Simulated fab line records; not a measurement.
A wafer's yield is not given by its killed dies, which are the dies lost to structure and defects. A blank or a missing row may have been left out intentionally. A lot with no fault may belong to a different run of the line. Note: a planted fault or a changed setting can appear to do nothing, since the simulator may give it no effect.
Matching of chambers || flow gf180mcu || GF_SAB_CVD_00 on pecvd-04: 3 sister chambers
The step deposits SiO2 from TEOS, target thk 50 nm, time 4.9302 s. 6 wafers are shown with their chamber, then 9 later ones without.

## WAFERS, EACH WITH ITS CHAMBER
{"wafer": "L519.6", "chamber": 0, "heater_power_w (W)": 564}
{"wafer": "L520.5", "chamber": 0, "heater_power_w (W)": 561}
{"wafer": "L520.6", "chamber": 1, "heater_power_w (W)": 685}
{"wafer": "L522.1", "chamber": 2, "heater_power_w (W)": 856}
{"wafer": "L522.4", "chamber": 2, "heater_power_w (W)": 857}
{"wafer": "L522.5", "chamber": 1, "heater_power_w (W)": 677}

## WAFERS WITHOUT THEIR CHAMBER
{"wafer": "L523.1", "heater_power_w (W)": 796}
{"wafer": "L523.2", "heater_power_w (W)": 621}
{"wafer": "L523.6", "heater_power_w (W)": 608}
{"wafer": "L524.1", "heater_power_w (W)": 575}
{"wafer": "L524.3", "heater_power_w (W)": 794}
{"wafer": "L524.6", "heater_power_w (W)": 584}
{"wafer": "L526.1", "heater_power_w (W)": 579}
{"wafer": "L526.3", "heater_power_w (W)": 722}
{"wafer": "L526.5", "heater_power_w (W)": 643}

## WHICH CHAMBER EACH WENT THROUGH
{"wafer": "L523.1", "from the rows above": 2, "in truth": 2}
{"wafer": "L523.2", "from the rows above": "can't be placed: 0 or 1", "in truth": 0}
{"wafer": "L523.6", "from the rows above": 0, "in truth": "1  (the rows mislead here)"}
{"wafer": "L524.1", "from the rows above": 0, "in truth": 0}
{"wafer": "L524.3", "from the rows above": 2, "in truth": 2}
{"wafer": "L524.6", "from the rows above": 0, "in truth": 0}
{"wafer": "L526.1", "from the rows above": 0, "in truth": 0}
{"wafer": "L526.3", "from the rows above": 1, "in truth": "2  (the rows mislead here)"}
{"wafer": "L526.5", "from the rows above": 1, "in truth": 1}
6 of 9 placed correctly. Cannot be placed on the basis of these rows: 1; the candidates contain the true chamber in 1. Number placed wrongly: 2.
How it was worked out, from the rows above alone: a wafer's distance from a chamber is the root of the sum, over the readings, of the square of ((its reading less the chamber's mean) divided by the reading's scatter). If the next closest chamber is less than 2 further off than the closest, the wafer can't be placed; otherwise it belongs to the closest. The mean given for a chamber averages the wafers shown for that chamber. How the scatter is found: for the shown wafers, subtract from each reading the mean of its chamber, square and add these, divide the total by (wafers less chambers), then take the root.
